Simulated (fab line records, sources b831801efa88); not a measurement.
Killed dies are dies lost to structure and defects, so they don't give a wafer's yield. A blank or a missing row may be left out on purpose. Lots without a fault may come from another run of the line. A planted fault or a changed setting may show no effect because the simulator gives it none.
One fault seen from 2 desks | flow sky130 | each desk has only its own numbers; what lay behind them comes last
Where a reading is given only as a bound, like >300, the bound stands for it, and a mean or a difference that rests on one is marked > or <: the true number lies beyond.

THE TOOL OWNER'S DESK: pvd_sputter-02
The tool's own readings at SKY_METAL2_SPUTTER_02 (material AlCu, target thk 250 nm, time 13.3 s): means of the sampled wafers that have a number, for each lot that ran on this tool. A lot is out of limits, marked OUT, if its mean lies more than 4 standard deviations from the usual mean; the brackets give that distance.
Columns: A = cathode_dc_power_W at SKY_METAL2_SPUTTER_02, usual 10390 W; B = chamber_pressure_pa at SKY_METAL2_SPUTTER_02, usual 0.4000 Pa; C = throttle_valve_pct at SKY_METAL2_SPUTTER_02, usual 29.8 %
lot  | first seen here | A     | B      | C
L996 | day 33 15:41    | 10391 | 0.3992 | 29.4
L997 | day 34 08:44    | 10392 | 0.3993 | 28.8
L999 | day 35 03:14    | 10390 | 0.3999 | 29.0
L102 | day 36 03:43    | 10392 | 0.3998 | 28.9
L117 | day 40 10:09    | 10388 | 0.4002 | 28.7
L118 | day 40 18:29    | 10390 | 0.4002 | 29.1
This desk's finding: nothing out of limits on any of the 6 lots.

THE METROLOGY DESK
What the gauges read, lot by lot, whatever tool the lot ran on: means of the sampled wafers that have a number. A lot is out of limits, marked OUT, if its mean lies more than 4 standard deviations from the usual mean; the brackets give that distance.
Columns: A = METAL2_ALCU_RS at SKY_METAL2_RS_MEAS_05, usual 0.1298 ohm/sq; B = METAL2_ALCU_THK at SKY_METAL2_THK_MEAS_06, usual 240 nm; C = cd_nm at SKY_METAL2_CD_MEAS_15, usual 139.6 nm; D = METAL2_OVL at SKY_METAL2_OVL_MEAS_16, usual -2 nm
lot  | first seen here | A                        | B             | C     | D
L996 | day 33 15:47    | 0.1278                   | 242           | 137.9 | 2
L997 | day 34 08:51    | 0.1280                   | 244           | 140.3 | 3
L998 | day 34 19:26    | 0.1289                   | 240           | 140.5 | -1
L999 | day 35 03:20    | 0.1278                   | 241           | 139.6 | 4
L102 | day 36 03:50    | 0.1294                   | 240           | 139.7 | -2
L111 | day 39 03:36    | 8.6733 (+99 or more) OUT | <1 (<-66) OUT | 139.4 | 2
L112 | day 39 10:08    | 8.6412 (+99 or more) OUT | <1 (<-66) OUT | 139.0 | -4
L114 | day 39 20:07    | 0.1283                   | 244           | 139.4 | -8
L115 | day 40 00:11    | 0.1298                   | 239           | 140.3 | -3
L117 | day 40 10:17    | 0.1284                   | 242           | 139.4 | -4
L118 | day 40 18:37    | 0.1291                   | 240           | 140.6 | 2
This desk's finding: out of limits on L111, L112; first on L111, day 39 03:36 (METAL2_ALCU_RS at SKY_METAL2_RS_MEAS_05). In limits: L996, L997, L998, L999, L102, L114, L115, L117, L118.

PUT TOGETHER
The metrology desk could have raised an alarm at day 39 03:36, on L111, L112.
The tool owner's desk saw nothing out of limits.
The tool owner's desk has no number on record for L111, L112.
Of the lots named, all ran SKY_METAL2_SPUTTER_02 on pvd_sputter-02.

WHAT THE SIMULATOR HAD PUT IN
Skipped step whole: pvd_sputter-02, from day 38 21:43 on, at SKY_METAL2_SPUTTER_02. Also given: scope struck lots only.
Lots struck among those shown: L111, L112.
Hours from the fault's start to each desk's first reading out of limits: the metrology desk, 6.
